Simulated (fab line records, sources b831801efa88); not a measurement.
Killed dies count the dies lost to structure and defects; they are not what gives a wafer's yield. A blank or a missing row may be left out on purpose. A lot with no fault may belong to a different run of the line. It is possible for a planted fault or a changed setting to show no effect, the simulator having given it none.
fab line records	flow sky130
record: lots: 5	wafers: 15	last-day: 49
route steps=708 shown VIA1@473 METAL2@483 PAD_OPEN@708
lots that met no fault: from a run of the same line without faults
start-h: hours from the record's opening day to when the first of the lot's shown wafers began	wait-h: hours since the lot's step before	" repeats the value in the row above	L1.1+2: several wafers, shown together as one row	- value missing, or start not given	* or withheld: withheld	< > ~ a bound
route shown NAME@n: names a module that has steps shown in the file, with the first one's number in the route	usual: mean/standard deviation taken from wafers without a fault	same: alike in all rows	chamber/n: place in a boat	sites: readings site by site	_std_site: standard deviation of those values	_edge_site: inner sites' mean taken away from outer sites' mean	radius-mm: how far each site lies from the wafer's centre	mask NAME#n: copy n	behind: the most recent tool/chamber to have shaped the wafer	hold: what put the lot on hold/how long, in hours/how the hold closed	device: transistor that didn't switch, given as n, p or np	end of line: tests of these same wafers at the route's end	for a step that has no rows: nothing shown but its recipe	killed: dies lost to structure and defects at the first sort, not the wafer's yield	map: per-die view of a wafer (x killed, . not killed, _ where there is no die)
set.NAME: the setting the step ran with; set.NAME@STEP: the setting that earlier step ran with	model.NAME: the simulator's own value behind a step, which no gauge read
lots at selected steps of the route; one table per step, one row per wafer
services: when a tool's chamber went out of use (start-h, in hours from the record's first day, below 0 if earlier), for how many hours, and the reason
== steps ==
step: SKY_VIA1_ETCH_15
recipe: target: SiO2	chemistry: C4F8/O2/Ar	target-depth-nm: 351	stop-on: TiN	mask-material: KrF-thick	source-w: 1500	bias-w: 1200	pressure-mtorr: 40	c4f8-flow-sccm: withheld	O2_flow_sccm: 6	Ar_flow_sccm: 300	time-s: 54
step: SKY_VIA1_STRIP_16
recipe: chemistry: O2/N2	power-w: 1400	pressure-mtorr: 1500	platen-temp-c: withheld	o2-flow-sccm: 3000	n2-flow-sccm: 300	overash-fraction: 0.5
step: SKY_VIA1_STRIP_17
recipe: chemistry: post-etch-residue-remover	time-s: 1200	temp-c: 72.5
step: SKY_VIA1_CLEAN_18
recipe: chemistry: IPA	time-s: 180	temp-c: 25
step: SKY_VIA1_CLEAN_19
recipe: chemistry: O3/DIW	dry: n2-spin
step: SKY_VIA1_SPUTTER_20
recipe: material: TiN	target-thk-nm: 20	chamber-pressure-pa: 5	power-w: 4000	time-s: 80
usual: chamber-pressure-pa: 5.001/0.0099	throttle-valve-pct: 30.1/0.96
lot.wafer	tool	chamber	start-h	wait-h	chamber-pressure-pa	throttle-valve-pct
L508.2	pvd-sputter-02	-	816.79	0.0	4.995	31.3
L508.3	"	-	"	"	5.005	28.5
L508.6	"	-	"	"	4.993	30.5
L511.1	pvd-sputter-01	-	849.29	0.0	5.000	29.5
L511.4	"	-	"	"	5.011	30.3
L511.5	"	-	"	"	4.997	30.6
L521.3	pvd-sputter-01	-	912.68	0.0	4.995	30.2
L521.4	"	-	"	"	5.014	29.7
L521.6	"	-	"	"	5.009	29.5
L522.2	pvd-sputter-04	-	931.49	0.0	4.981	30.2
L522.5	"	-	"	"	4.974	30.2
L522.6	"	-	"	"	5.021	29.0
L524.3	pvd-sputter-02	-	934.62	0.0	5.009	30.8
L524.5	"	-	"	"	5.012	31.2
L524.6	"	-	"	"	4.982	30.5
step: SKY_VIA1_CVD_21
recipe: material: W	target-thk-nm: 270	time-s: 80.902	temp-c: 400	pressure-torr: 40
usual: heater-power-w: 842/89
lot.wafer	tool	chamber	start-h	wait-h	heater-power-w
L508.2	cvd-w-02	0	816.86	0.0	738
L508.3	"	0	"	"	752
L508.6	"	0	"	"	754
L511.1	cvd-w-01	1	849.35	0.0	959
L511.4	"	1	"	"	967
L511.5	"	0	"	"	930
L521.3	cvd-w-02	1	912.77	0.1	775
L521.4	"	0	"	"	750
L521.6	"	0	"	"	751
L522.2	cvd-w-01	1	931.55	0.0	954
L522.5	"	0	"	"	879
L522.6	"	1	"	"	960
L524.3	cvd-w-02	1	934.71	0.1	778
L524.5	"	0	"	"	761
L524.6	"	1	"	"	796
step: SKY_VIA1_RS_MEAS_22
recipe: thk-meas-gauge: four-point-probe	reads: W_of_VIA1_CVD_21+TiN_of_VIA1_SPUTTER_20
usual: VIA1_W_RS: 0.428/0.0044
lot.wafer	tool	chamber	start-h	wait-h	VIA1_W_RS[ohm/sq]
L508.2	film-metro-04	-	816.97	0.1	0.436
L508.3	"	-	"	"	0.425
L508.6	"	-	"	"	0.426
L511.1	film-metro-02	-	849.44	0.1	0.429
L511.4	"	-	"	"	0.418
L511.5	"	-	"	"	0.425
L521.3	film-metro-04	-	912.87	0.1	0.432
L521.4	"	-	"	"	0.434
L521.6	"	-	"	"	0.429
L522.2	film-metro-03	-	931.66	0.1	0.427
L522.5	"	-	"	"	0.418
L522.6	"	-	"	"	0.427
L524.3	film-metro-04	-	934.81	0.1	0.434
L524.5	"	-	"	"	0.427
L524.6	"	-	"	"	0.431
step: SKY_VIA1_THK_MEAS_23
recipe: thk-meas-gauge: xrf	reads: W_of_VIA1_CVD_21
usual: VIA1_W_THK: 276/4.3
lot.wafer	tool	chamber	start-h	wait-h	VIA1_W_THK[nm]
L508.2	film-metro-04	-	817.08	0.1	270
L508.3	"	-	"	"	278
L508.6	"	-	"	"	275
L511.1	film-metro-02	-	849.56	0.1	268
L511.4	"	-	"	"	279
L511.5	"	-	"	"	271
L521.3	film-metro-04	-	912.97	0.1	271
L521.4	"	-	"	"	268
L521.6	"	-	"	"	273
L522.2	film-metro-03	-	931.77	0.1	279
L522.5	"	-	"	"	283
L522.6	"	-	"	"	277
L524.3	film-metro-04	-	934.91	0.1	271
L524.5	"	-	"	"	275
L524.6	"	-	"	"	271
step: SKY_VIA1_CMP_24
recipe: stop-on: SiO2	t-overpolish-s: 15	down-force-psi: 3.5	platen-rpm: 60	target-thk-nm: 0	pad-velocity-m-s: 0.94248
usual: motor-current-A: 11.5/0.65	overpolish-run-s: 14.999/0.0082	retaining-ring-pressure-frac: 1.001/0.0043	slurry-flow-ml-min: 150.0/0.46	time-to-endpoint-s: 65/3.5
lot.wafer	tool	chamber	start-h	wait-h	motor-current-A	overpolish-run-s	retaining-ring-pressure-frac	slurry-flow-ml-min	time-to-endpoint-s
L508.2	cmp-02	1	817.18	0.1	11.0	15.001	1.000	150.6	67
L508.3	"	3	"	"	11.3	15.006	1.005	150.6	66
L508.6	"	0	"	"	10.4	15.003	0.998	150.0	64
L511.4	cmp-01	0	849.67	0.1	11.5	14.991	1.004	150.7	68
L511.1	"	1	"	"	11.9	15.014	1.004	150.2	70
L511.5	"	3	"	"	12.1	15.000	0.995	149.5	62
L521.4	cmp-02	0	913.01	0.0	10.4	14.992	0.999	150.3	60
L521.3	"	2	"	"	11.4	15.002	0.996	149.6	63
L521.6	"	1	"	"	11.0	15.000	1.005	149.7	64
L522.2	cmp-01	3	931.92	0.1	12.4	15.005	0.999	149.8	59
L522.6	"	1	"	"	11.2	14.991	0.996	149.8	70
L522.5	"	2	"	"	12.0	15.002	1.003	149.4	59
L524.3	cmp-02	0	934.95	0.0	9.7	14.992	1.003	150.3	64
L524.6	"	0	"	"	10.8	15.002	1.006	149.8	66
L524.5	"	1	"	"	11.1	14.992	1.001	150.8	66
step: SKY_METAL2_SPUTTER_00
recipe: material: Ti	target-thk-nm: 15	power-w: 3000	time-s: 10	chamber-pressure-pa: 0.4
usual: chamber-pressure-pa: 0.3999/0.00071	throttle-valve-pct: 29.8/0.77
lot.wafer	tool	chamber	start-h	wait-h	chamber-pressure-pa	throttle-valve-pct
L508.2	pvd-sputter-03	-	817.43	0.2	0.4009	29.6
L508.3	"	-	"	"	0.3996	29.5
L508.6	"	-	"	"	0.3997	29.5
L511.1	pvd-sputter-04	-	849.92	0.1	0.3986	30.8
L511.4	"	-	"	"	0.4004	29.0
L511.5	"	-	"	"	0.3998	29.3
L521.3	pvd-sputter-04	-	913.31	0.1	0.4002	30.1
L521.4	"	-	"	"	0.4002	29.4
L521.6	"	-	"	"	0.4013	30.8
L522.2	pvd-sputter-01	-	932.12	0.1	0.3996	30.8
L522.5	"	-	"	"	0.3997	30.6
L522.6	"	-	"	"	0.3995	29.6
L524.3	pvd-sputter-01	-	935.25	0.2	0.3992	30.7
L524.5	"	-	"	"	0.3997	30.4
L524.6	"	-	"	"	0.4003	30.8
step: SKY_METAL2_SPUTTER_01
recipe: material: TiN	target-thk-nm: 20	power-w: 6500	time-s: 16.7	chamber-pressure-pa: 0.4
step: SKY_METAL2_SPUTTER_02
recipe: material: AlCu	target-thk-nm: 250	power-w: 10600	time-s: 13.3	chamber-pressure-pa: 0.4
usual: chamber-pressure-pa: 0.4002/0.00089	throttle-valve-pct: 29.8/0.73
lot.wafer	tool	chamber	start-h	wait-h	chamber-pressure-pa	throttle-valve-pct	model.AlCu_of_METAL2_SPUTTER_02.thk-nm
L508.2	pvd-sputter-03	-	817.48	0.0	0.3990	29.5	248.9
L508.3	"	-	"	"	0.3992	29.9	249.7
L508.6	"	-	"	"	0.4005	29.4	249
L511.1	pvd-sputter-04	-	849.97	0.0	0.4003	30.7	251.1
L511.4	"	-	"	"	0.3996	28.7	249.4
L511.5	"	-	"	"	0.4014	29.3	251.1
L521.3	pvd-sputter-04	-	913.36	0.0	0.3996	30.2	251
L521.4	"	-	"	"	0.3981	29.1	249.6
L521.6	"	-	"	"	0.2139	42.3	278.9
L522.2	pvd-sputter-01	-	932.17	0.0	0.4000	30.9	250.2
L522.5	"	-	"	"	0.3997	30.3	248.9
L522.6	"	-	"	"	0.3996	29.6	249.2
L524.3	pvd-sputter-01	-	935.30	0.0	0.4004	30.7	249.6
L524.5	"	-	"	"	0.4003	30.4	247.6
L524.6	"	-	"	"	0.4002	30.8	247.2
step: SKY_METAL2_SPUTTER_03
recipe: material: Ti	target-thk-nm: 5	power-w: 3000	time-s: 3.3	chamber-pressure-pa: 0.4
step: SKY_METAL2_SPUTTER_04
recipe: material: TiN	target-thk-nm: 70	power-w: 6500	time-s: 58.3	chamber-pressure-pa: 0.4
usual: chamber-pressure-pa: 0.4000/0.00083	throttle-valve-pct: 29.8/0.75
lot.wafer	tool	chamber	start-h	wait-h	chamber-pressure-pa	throttle-valve-pct
L508.2	pvd-sputter-03	-	817.52	0.0	0.4020	29.7
L508.3	"	-	"	"	0.3989	30.0
L508.6	"	-	"	"	0.3982	29.4
L511.1	pvd-sputter-04	-	850.01	0.0	0.3994	30.6
L511.4	"	-	"	"	0.4003	28.9
L511.5	"	-	"	"	0.4004	29.0
L521.3	pvd-sputter-04	-	913.40	0.0	0.4007	30.2
L521.4	"	-	"	"	0.4007	29.0
L521.6	"	-	"	"	0.3986	31.1
L522.2	pvd-sputter-01	-	932.21	0.0	0.3998	30.6
L522.5	"	-	"	"	0.4005	30.2
L522.6	"	-	"	"	0.4000	29.4
L524.3	pvd-sputter-01	-	935.34	0.0	0.3999	30.6
L524.5	"	-	"	"	0.4009	30.3
L524.6	"	-	"	"	0.4009	30.6
step: SKY_METAL2_RS_MEAS_05
recipe: thk-meas-gauge: four-point-probe	reads: TiN_of_METAL2_SPUTTER_04+Ti_of_METAL2_SPUTTER_03+AlCu_of_METAL2_SPUTTER_02+TiN_of_METAL2_SPUTTER_01+Ti_of_METAL2_SPUTTER_00
usual: METAL2_ALCU_RS: 0.1271/0.0011
lot.wafer	tool	chamber	start-h	wait-h	METAL2_ALCU_RS[ohm/sq]
L508.2	film-metro-01	-	817.59	0.0	0.1273
L508.3	"	-	"	"	0.1271
L508.6	"	-	"	"	0.1273
L511.1	film-metro-02	-	850.06	0.0	0.1261
L511.4	"	-	"	"	0.1269
L511.5	"	-	"	"	0.1263
L521.3	film-metro-02	-	913.49	0.1	0.1261
L521.4	"	-	"	"	0.1271
L521.6	"	-	"	"	0.1098
L522.2	film-metro-01	-	932.28	0.0	0.1269
L522.5	"	-	"	"	0.1274
L522.6	"	-	"	"	0.1273
L524.3	film-metro-04	-	935.43	0.1	0.1272
L524.5	"	-	"	"	0.1285
L524.6	"	-	"	"	0.1284
step: SKY_METAL2_THK_MEAS_06
recipe: thk-meas-gauge: xrf	reads: AlCu_of_METAL2_SPUTTER_02
usual: METAL2_ALCU_THK: 248.6/2.5
lot.wafer	tool	chamber	start-h	wait-h	METAL2_ALCU_THK[nm]
L508.2	film-metro-01	-	817.70	0.1	246.5
L508.3	"	-	"	"	246.9
L508.6	"	-	"	"	248.4
L511.1	film-metro-02	-	850.18	0.1	249.6
L511.4	"	-	"	"	248.0
L511.5	"	-	"	"	250.4
L521.3	film-metro-02	-	913.59	0.1	250.7
L521.4	"	-	"	"	248.7
L521.6	"	-	"	"	276.8
L522.2	film-metro-01	-	932.39	0.1	248.8
L522.5	"	-	"	"	249.8
L522.6	"	-	"	"	246.9
L524.3	film-metro-04	-	935.53	0.1	249.8
L524.5	"	-	"	"	247.6
L524.6	"	-	"	"	248.7
step: SKY_METAL2_DEHYDRATE_07
recipe: temp-c: 200	time-s: 60
step: SKY_PAD_OPEN_PROBE_99
usual: defect-limited-yield: 82.4/2	killed_at_M0_to_M3: 43/7	killed_at_M4_up: 3.3/1.8	killed-at-contacts: 24/6.2	killed-at-front-end: 16/4.7	killed-at-other: 0.4/0.58	killed-dies: 87/10	killed-open: 47/6.4	killed-short: 39/7	sort_bin_3_pad_short: 0.9/0.35	sort_bin_5_function: 10.3/1.5	sort_bin_6_memory: 6.4/1.2	sort-n-pass: 406/9.9	sort-yield-pct: 82.5/2
same: gross-dies: 492	killed-at-back-side: 0	sort_bin_4_leakage[%]: 0	sort_bin_8_speed[%]: 0
lot.wafer	tool	chamber	start-h	wait-h	defect-limited-yield[%]	killed_at_M0_to_M3	killed_at_M4_up	killed-at-contacts	killed-at-front-end	killed-at-other	killed-dies	killed-open	killed-short	sort_bin_3_pad_short[%]	sort_bin_5_function[%]	sort_bin_6_memory[%]	sort-n-pass	sort-yield-pct[%]	model.etest.met2.line-ohm-um	model.etest.met2.rs-ohm-sq
L508.2	prober-02	-	1091.26	0.1	83.1	41	2	32	8	0	83	46	37	1.0	9.6	6.3	409	83.1	0.9294	0.1286
L508.3	prober-02	-	1091.31	0.2	81.7	36	4	36	14	0	90	49	41	1.0	11.6	5.7	402	81.7	0.9131	0.1288
L508.6	prober-02	-	1091.46	0.2	78.7	40	6	44	15	0	105	49	56	1.2	12.8	7.3	387	78.7	0.9156	0.1289
L511.1	prober-01	-	1121.35	0.1	76.6	58	5	32	19	1	115	46	69	1.6	12.4	9.3	377	76.6	0.9324	0.1285
L511.4	prober-01	-	1121.50	0.2	80.3	53	5	31	8	0	97	55	42	0.8	10.8	8.1	395	80.3	0.9618	0.1291
L511.5	prober-01	-	1121.55	0.2	80.9	47	7	28	11	1	94	52	42	1.4	10.6	7.1	398	80.9	0.9483	0.1272
L521.3	prober-01	-	1167.26	0.2	82.1	51	3	23	11	0	88	48	40	1.2	10.0	6.7	404	82.1	0.8998	0.1275
L521.4	prober-01	-	1167.31	0.2	83.3	36	5	18	23	0	82	47	35	1.2	9.8	5.7	410	83.3	0.8825	0.1278
L521.6	prober-01	-	1167.41	0.2	83.7	45	2	18	14	1	80	47	32	1.6	8.9	5.7	412	83.7	0.8154	0.1142
L522.2	prober-01	-	1181.54	0.1	82.9	44	5	19	15	1	84	47	36	1.0	9.1	6.9	408	82.9	0.9437	0.1288
L522.5	prober-01	-	1181.69	0.2	82.1	47	7	22	12	0	88	43	45	1.6	10.4	5.9	404	82.1	0.9364	0.1302
L522.6	prober-01	-	1181.74	0.2	81.9	32	5	29	23	0	89	44	45	1.2	9.1	7.7	403	81.9	0.9363	0.1302
L524.3	prober-02	-	1184.18	0.2	84.8	31	3	28	13	0	75	44	31	1.2	8.3	5.7	417	84.8	0.8947	0.1276
L524.5	prober-02	-	1184.28	0.2	83.7	39	2	16	22	1	80	40	40	0.6	10.6	5.1	412	83.7	0.9123	0.1303
L524.6	prober-02	-	1184.33	0.2	83.5	44	2	15	19	1	81	52	29	0.2	10.6	5.7	411	83.5	0.911	0.1296
killed by level:class
L508.2 VIA1:geometric-particle:open=13 CONTACT:geometric-particle:short=8 CONTACT:geometric-particle:open=7 LI_CONTACT:geometric-particle:open=6 VIA1:geometric-particle:short=6 LOCAL_INTERCONNECT:geometric-particle:open=5 METAL1:geometric-particle:short=5 VIA3:geometric-particle:open=5
L508.3 CONTACT:geometric-particle:open=16 VIA1:geometric-particle:open=8 METAL2:geometric-particle:short=8 LOCAL_INTERCONNECT:geometric-particle:short=7 CONTACT:geometric-particle:short=6 VIA3:geometric-particle:open=6 LI_CONTACT:geometric-particle:open=5 METAL1:geometric-particle:short=5
L508.6 CONTACT:geometric-particle:open=13 LI_CONTACT:geometric-particle:short=9 CONTACT:geometric-particle:short=8 VIA1:geometric-particle:open=8 LOCAL_INTERCONNECT:geometric-particle:short=6 METAL3:geometric-particle:short=6 LI_CONTACT:geometric-particle:open=6 METAL1:geometric-particle:short=6
L511.1 METAL2:geometric-particle:short=10 CONTACT:geometric-particle:open=9 METAL1:geometric-particle:short=9 VIA1:geometric-particle:open=9 LOCAL_INTERCONNECT:geometric-particle:short=8 VIA3:geometric-particle:open=7 CONTACT:geometric-particle:short=6 LI_CONTACT:geometric-particle:open=6
L511.4 LI_CONTACT:geometric-particle:open=11 VIA1:geometric-particle:open=9 CONTACT:geometric-particle:open=9 VIA2:geometric-particle:open=9 VIA1:geometric-particle:short=8 METAL2:geometric-particle:short=5 VIA3:geometric-particle:open=5 CONTACT:geometric-particle:short=4
L511.5 VIA1:geometric-particle:open=12 LI_CONTACT:geometric-particle:open=8 METAL1:geometric-particle:short=8 CONTACT:geometric-particle:open=8 VIA2:geometric-particle:open=8 METAL4:geometric-particle:short=6 VIA1:geometric-particle:short=5 FIELD_ISO:geometric-particle:open=4
L521.3 VIA1:geometric-particle:open=15 VIA2:geometric-particle:open=10 CONTACT:geometric-particle:short=7 CONTACT:geometric-particle:open=6 LI_CONTACT:geometric-particle:open=5 METAL1:geometric-particle:short=5 VIA1:geometric-particle:short=5 VIA3:geometric-particle:short=5
L521.4 CONTACT:geometric-particle:open=8 VIA1:geometric-particle:open=8 POLY_GATE:geometric-particle:short=7 LI_CONTACT:geometric-particle:open=6 VIA3:geometric-particle:open=6 VIA2:geometric-particle:open=5 FIELD_ISO:geometric-particle:short=4 POLY_GATE:geometric-particle:open=4
L521.6 VIA1:geometric-particle:open=12 VIA2:geometric-particle:open=10 LI_CONTACT:geometric-particle:open=8 VIA3:geometric-particle:open=5 FIELD_ISO:geometric-particle:open=4 FIELD_ISO:geometric-particle:short=4 POLY_GATE:geometric-particle:short=3 LOCAL_INTERCONNECT:geometric-particle:short=3
L522.2 CONTACT:geometric-particle:open=10 VIA3:geometric-particle:open=8 METAL1:geometric-particle:short=7 VIA1:geometric-particle:open=7 VIA2:geometric-particle:open=5 METAL3:geometric-particle:short=5 POLY_GATE:geometric-particle:open=4 LOCAL_INTERCONNECT:geometric-particle:open=4
L522.5 VIA1:geometric-particle:open=11 METAL1:geometric-particle:short=8 LOCAL_INTERCONNECT:geometric-particle:short=7 VIA3:geometric-particle:open=6 METAL4:geometric-particle:short=6 FIELD_ISO:geometric-particle:open=5 CONTACT:geometric-particle:short=5 VIA2:geometric-particle:open=5
L522.6 LOCAL_INTERCONNECT:geometric-particle:short=10 CONTACT:geometric-particle:open=7 VIA2:geometric-particle:open=7 CONTACT:geometric-particle:short=6 FIELD_ISO:geometric-particle:open=5 POLY_GATE:geometric-particle:short=5 VIA3:geometric-particle:open=5 METAL2:geometric-particle:short=5
L524.3 CONTACT:geometric-particle:open=13 VIA1:geometric-particle:open=8 VIA3:geometric-particle:open=5 LI_CONTACT:geometric-particle:open=4 VIA1:geometric-particle:short=4 FIELD_ISO:geometric-particle:short=3 FIELD_ISO:geometric-particle:open=3 POLY_GATE:geometric-particle:short=3
L524.5 VIA1:geometric-particle:open=8 POLY_GATE:geometric-particle:short=6 CONTACT:geometric-particle:open=6 FIELD_ISO:geometric-particle:open=5 VIA2:geometric-particle:open=5 POLY_GATE:geometric-particle:open=5 METAL2:geometric-particle:short=5 CONTACT:geometric-particle:short=4
L524.6 FIELD_ISO:geometric-particle:open=10 VIA3:geometric-particle:open=8 CONTACT:geometric-particle:open=7 METAL1:geometric-particle:short=6 VIA1:geometric-particle:open=6 VIA3:geometric-particle:short=6 METAL2:geometric-particle:short=5 VIA2:geometric-particle:open=4
== services ==
tool	chamber	start-h	hours	kind
cmp-01	-	854.48	3.1	repair
cmp-01	-	858.35	5.7	pm
pvd-sputter-03	0	880.90	-	consumable-replace:kit
pvd-sputter-03	0	880.90	18.0	scheduled-down
pvd-sputter-03	0	880.90	18.0	vent-cycle
cvd-w-01	-	882.83	14.6	pm
cmp-02	-	889.81	1.9	repair
cvd-w-01	-	904.00	14.0	pm
cvd-w-01	0	904.00	14.0	vent-cycle
cvd-w-01	1	904.00	14.0	vent-cycle
cmp-01	-	912.29	4.0	pm
cmp-02	-	913.94	2.0	repair
pvd-sputter-02	0	914.09	-	consumable-replace:kit
pvd-sputter-02	0	914.09	18.0	scheduled-down
pvd-sputter-02	0	914.09	18.0	vent-cycle
cmp-01	-	916.29	-	consumable-replace:conditioner
cmp-01	-	916.29	-	consumable-replace:pad
cvd-w-01	0	918.00	-	clean
cvd-w-01	1	918.00	-	clean
pvd-sputter-03	-	924.89	2.9	repair
cmp-02	-	930.03	0.5	repair
== key ==
first-sign: step: SKY_METAL2_SPUTTER_02	reading: chamber-pressure-pa	direction: down	sigmas: 99+	usual: 0.4002	struck: 0.2139
effect: step: SKY_METAL2_SPUTTER_02	reading: throttle-valve-pct	direction: up	sigmas: 17	usual: 29.8	struck: 42.3
effect: step: SKY_METAL2_RS_MEAS_05	reading: METAL2_ALCU_RS	direction: down	sigmas: 16	usual: 0.1271	struck: 0.1098
effect: step: SKY_METAL2_THK_MEAS_06	reading: METAL2_ALCU_THK	direction: up	sigmas: 11	usual: 248.6	struck: 276.8
model-effect: step: SKY_METAL2_SPUTTER_02	value: AlCu_of_METAL2_SPUTTER_02.thk-nm	without: 253	struck: 278.9
model-effect: step: SKY_PAD_OPEN_PROBE_99	value: etest.met2.line-ohm-um	without: 0.9017	struck: 0.8154
met-at SKY_METAL2_SPUTTER_02
struck-wafers L521.6
onset-between 849.97 913.36
fault: kind: process-parameter-drift	tool: pvd-sputter-04	chamber: -	onset-h: 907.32	steps: SKY_METAL2_SPUTTER_02	channel: chamber-pressure-pa	offset: -0.18486	shape: step	end-h: 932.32	acts-in: these-recipes-only	stated: 0.4	scope: struck-wafers-only
